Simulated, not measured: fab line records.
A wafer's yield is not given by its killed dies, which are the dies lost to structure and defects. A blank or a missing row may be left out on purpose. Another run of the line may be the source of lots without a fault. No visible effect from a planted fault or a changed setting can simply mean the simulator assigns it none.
2 desks, one fault    flow gf180mcu    every desk sees just its own numbers, and what lay behind them comes last

== FROM THE METROLOGY DESK ==
Means of the sampled wafers that have a number, per lot and without regard to the tool the lot ran on: this is what the gauges read. Marked OUT: a lot whose mean sits more than 4 standard deviations from the usual mean, which makes it out of limits; the brackets give that distance.
Columns: A = STI_OXIDATION_01_THK at GF_STI_THK_MEAS_22, usual 14.97 nm
lot   first seen here  A
L634  day 2 04:54      14.67
L635  day 2 08:57      15.31
L636  day 2 13:39      14.52
L637  day 2 19:13      15.07
L638  day 3 00:16      15.21
L641  day 3 15:47      14.97
L642  day 3 21:36      14.89
L643  day 4 01:30      15.05
L644  day 4 07:07      15.16
L645  day 4 13:31      14.89
L653  day 6 06:59      15.53
L654  day 6 10:37      14.66
L656  day 6 20:11      14.80
Finding of this desk: none of the 13 lots has anything out of limits.

== AT THE TOOL OWNER'S DESK: implanter-01 ==
GF_VT_IMPLANT_IMPLANT_19, tool's own readings: per-lot mean of the sampled wafers with a number, covering each lot this tool ran. Marked OUT: a lot whose mean sits more than 4 standard deviations from the usual mean, which makes it out of limits; the brackets give that distance.
Columns: A = dose-ions-cm2 at GF_VT_IMPLANT_IMPLANT_19, usual 4.35e+12
lot   first seen here  A
L638  day 7 05:44      4.35e+12
L643  day 8 12:53      4.35e+12
L644  day 8 20:47      4.35e+12
L645  day 9 04:42      4.35e+12
L653  day 11 06:52     4.17e+12 (-35) OUT
L654  day 11 12:14     4.17e+12 (-35) OUT
This desk's verdict: out of limits on L653, L654, starting with L653 at day 11 06:52 (dose-ions-cm2 at GF_VT_IMPLANT_IMPLANT_19). In limits: L638, L643, L644, L645.

== TAKEN TOGETHER ==
At day 11 06:52, on L653, L654, the tool owner's desk was in a position to raise an alarm.
From the metrology desk's view, nothing was out of limits.
The metrology desk holds a record of L653, L654, inside its limits.
Every lot named ran GF_VT_IMPLANT_IMPLANT_19 on implanter-01.

== WHAT HAD BEEN PUT IN BY THE SIMULATOR ==
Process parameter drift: implanter-01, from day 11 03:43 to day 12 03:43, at GF_VT_IMPLANT_IMPLANT_19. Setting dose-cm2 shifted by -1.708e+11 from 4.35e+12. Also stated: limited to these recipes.
Shown lots that were struck: L653, L654.
Hours from the fault's start to each desk's first reading out of limits: the tool owner's desk, 3.
